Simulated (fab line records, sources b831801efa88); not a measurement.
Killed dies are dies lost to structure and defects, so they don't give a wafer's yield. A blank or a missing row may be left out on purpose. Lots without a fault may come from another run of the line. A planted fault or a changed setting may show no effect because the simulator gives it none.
A struck lot beside a sound one | flow gf180mcu | 23 steps out of a route of 602
Sound: wafers L605.2, L605.3, L605.4. Struck: wafers L618.5, L618.6. The cause comes at the end.
At each step with rows: each side's tool, then ch and its chambers, then its first start. Under that, the readings that differ: sound wafers | struck wafers | difference of the means | sigmas: that difference in standard deviations of wafers without a fault.
alike: readings whose means differ by less than 2 such deviations, and words and numbers that are the same on both sides. not compared: withheld readings, readings that some wafer has no value for, bounds like >300 that may hide the same value, and numbers for which the record gives no deviation and whose values overlap.
The two part at a step that has a row with sigmas, a row that says differs or no value, or rows on one side only. Numbers that don't overlap but have no deviation are shown without sigmas and don't part them. A reading that every wafer of one side lacks parts them only if that side has two wafers or more.

first, 2 steps without rows for these wafers: GF_HV_LDD_PEB_29; GF_HV_LDD_DEVELOP_30 (develop time 60 s).
GF_HV_LDD_CD_MEAS_31: target cd 400 nm.
  sound on cd_sem-02, day 13 10:16; struck on cd_sem-02, day 18 02:03
  alike: cd_nm
GF_HV_LDD_OVL_MEAS_32:
  sound on overlay-02, day 13 10:22; struck on overlay-01, day 18 02:07
  alike: HV_LDD_02_OVL
then, 4 steps without rows for these wafers: GF_HV_LDD_IMPLANT_33; GF_HV_LDD_IMPLANT_34; GF_HV_LDD_IMPLANT_35; GF_HV_LDD_IMPLANT_36.
GF_HV_LDD_STRIP_37: strips in O2/N2.
  sound on plasma_asher-01 ch 0,1, day 13 11:00; struck on plasma_asher-04 ch 0,1, day 18 02:47
  reading            | sound       | struck  | difference | sigmas
  heater_power_w (W) | 394 395 336 | 289 321 | -70        | -2
  alike: drypump_motor_current_A, oes_product_au, strip_time_to_endpoint_s
  not compared: rf_hours_counter_h
GF_HV_LDD_TW_MEAS_38:
  sound on film_metro-01, day 13 11:07; struck on film_metro-04, day 18 02:52
  alike: HV_LDD_3_TW
then, 2 steps without rows for these wafers: GF_HV_LDD_DEHYDRATE_39 (time 60 s); GF_HV_LDD_HMDS_40 (prime time 60 s).
GF_HV_LDD_COAT_41: resist thk 1000 nm.
  sound on litho_track-04 ch 0, day 13 21:13; struck on litho_track-01 ch 0, day 18 14:19
  reading                                     | sound           | struck      | difference | sigmas
  model.NOVOLAK_of_HV_LDD_COAT_41.thk_nm (nm) | 1003 998.5 1001 | 982.2 981.6 | -18.9      |
then, 3 steps without rows for these wafers: GF_HV_LDD_SOFTBAKE_42 (time 60 s); GF_HV_LDD_EXPOSE_43 (exposes mask Pplus HV AREA, target cd 400 nm); GF_HV_LDD_PEB_44.
GF_HV_LDD_DEVELOP_45: develop time 60 s.
  sound on litho_track-01 ch 0, day 14 07:33; struck on litho_track-03 ch 0, day 19 02:03
  reading                                     | sound           | struck      | difference | sigmas
  model.NOVOLAK_of_HV_LDD_COAT_41.thk_nm (nm) | 1003 998.1 1000 | 981.8 981.2 | -18.9      |
GF_HV_LDD_CD_MEAS_46: target cd 400 nm.
  sound on cd_sem-01, day 14 07:41; struck on cd_sem-01, day 19 02:11
  alike: cd_nm
GF_HV_LDD_OVL_MEAS_47:
  sound on overlay-02, day 14 07:48; struck on overlay-01, day 19 02:14
  alike: HV_LDD_03_OVL
then, 1 step without rows for these wafers: GF_HV_LDD_IMPLANT_48.
GF_HV_LDD_STRIP_49: strips in O2/N2.
  sound on plasma_asher-04 ch 0,1, day 14 07:59; struck on plasma_asher-04 ch 0,1, day 19 02:28
  reading                      | sound             | struck      | difference | sigmas
  strip_time_to_endpoint_s (s) | 12.67 12.62 12.63 | 12.42 12.41 | -0.23      | -6
  alike: drypump_motor_current_A, heater_power_w, oes_product_au
  not compared: rf_hours_counter_h
GF_HV_LDD_TW_MEAS_50:
  sound on film_metro-03, day 14 08:05; struck on film_metro-04, day 19 02:32
  alike: HV_LDD_4_TW
then, 1 step without rows for these wafers: GF_PASSIVATION_PROBE_99.

WHERE THEY PART
First at GF_HV_LDD_STRIP_37; last, within this record, at GF_HV_LDD_STRIP_49. Later steps at which nothing parts them and some readings are alike: GF_HV_LDD_TW_MEAS_50.

WHY: what the simulator had put in
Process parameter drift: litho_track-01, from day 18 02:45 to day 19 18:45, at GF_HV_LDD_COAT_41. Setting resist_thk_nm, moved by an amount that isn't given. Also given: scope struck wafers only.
